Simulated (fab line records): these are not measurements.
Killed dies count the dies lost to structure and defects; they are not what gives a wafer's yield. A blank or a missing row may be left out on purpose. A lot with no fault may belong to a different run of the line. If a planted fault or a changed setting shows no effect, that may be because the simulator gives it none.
A lot that was struck, set against a sound lot | flow sky130 | 15 steps out of a route of 708
Sound: wafers L204.1, L204.2, L204.4. Struck: wafers L194.2, L194.3, L194.6. The cause is given at the end.
At each step with rows: each side's tool, then ch and its chambers, then its first start. Under that, the readings that differ: sound wafers | struck wafers | difference of the means | sigmas: that difference in standard deviations of wafers without a fault.
alike: a reading whose means differ by less than 2 such deviations, as well as words and numbers matching on both sides. not compared: withheld readings; readings where some wafer has no value; bounds like >300 that might hide an equal value; numbers whose values overlap and for which the record gives no deviation.
Wherever a step has rows on one side only, a row that says differs or no value, or a row with sigmas, the two part there. Non-overlapping numbers with no deviation appear without sigmas and do not part them. Lack of a reading on every wafer of one side parts them only where that side has two or more wafers.

SKY_LDD_P_OVL_MEAS_08:
  sound on overlay-02 at day 24 22:10; struck on overlay-01 at day 22 01:26
  alike: LDD_P_OVL
following that, these wafers have no rows for 1 step: SKY_LDD_P_IMPLANT_09.
SKY_LDD_P_STRIP_10: strips in O2/N2.
  sound on plasma-asher-01 ch 0,1, day 24 22:22; struck on plasma-asher-02 ch 0,1, day 22 01:37
  alike: drypump-motor-current-A, n2-flow-sccm, oes-product-au, strip-time-to-endpoint-s
  not compared: rf-hours-counter-h
SKY_LDD_P_TW_MEAS_11:
  sound on film-metro-03 at day 24 22:28; struck on film-metro-04 at day 22 01:43
  reading  | sound       | struck      | difference | sigmas
  LDD_P_TW | 632 632 635 | 647 644 645 | +12        | +3
then, 7 steps without rows for these wafers: SKY_LDD_HVN_DEHYDRATE_00 (time 60 s); SKY_LDD_HVN_HMDS_01 (prime time 60 s); SKY_LDD_HVN_COAT_02 (resist thk 300 nm); SKY_LDD_HVN_SOFTBAKE_03 (time 60 s); SKY_LDD_HVN_EXPOSE_04 (exposes mask HVNTM, target cd 700 nm); SKY_LDD_HVN_PEB_05; SKY_LDD_HVN_DEVELOP_06 (develop time 60 s).
SKY_LDD_HVN_OVL_MEAS_07:
  sound on overlay-01 at day 26 03:23; struck on overlay-02 at day 23 08:04
  alike: LDD_HVN_OVL
SKY_LDD_HVN_IMPLANT_08:
  struck on implanter-01, day 23 08:07; sound on implanter-03 ch 0, day 26 03:26
  no value came back on the struck wafers for beam-energy-keV, beam-on-s (s); on the sound wafers beam-energy-keV reads 60.018 60.011 60.022
SKY_LDD_HVN_STRIP_09: strips in O2/N2.
  sound on plasma-asher-01 ch 0,1, day 26 03:35; struck on plasma-asher-04 ch 0,1, day 23 08:14
  alike: drypump-motor-current-A, n2-flow-sccm, oes-product-au, strip-time-to-endpoint-s
  not compared: rf-hours-counter-h
SKY_LDD_HVN_TW_MEAS_10:
  sound on film-metro-02 at day 26 03:41; struck on film-metro-01 at day 23 08:21
  reading    | sound          | struck   | difference | sigmas
  LDD_HVN_TW | 1430 1438 1430 | 30 30 30 | -1403      | -99 or more

== WHERE THEY PART ==
At SKY_LDD_P_TW_MEAS_11 first; at SKY_LDD_HVN_TW_MEAS_10 last (within this record only).

WHY: what the simulator had put in
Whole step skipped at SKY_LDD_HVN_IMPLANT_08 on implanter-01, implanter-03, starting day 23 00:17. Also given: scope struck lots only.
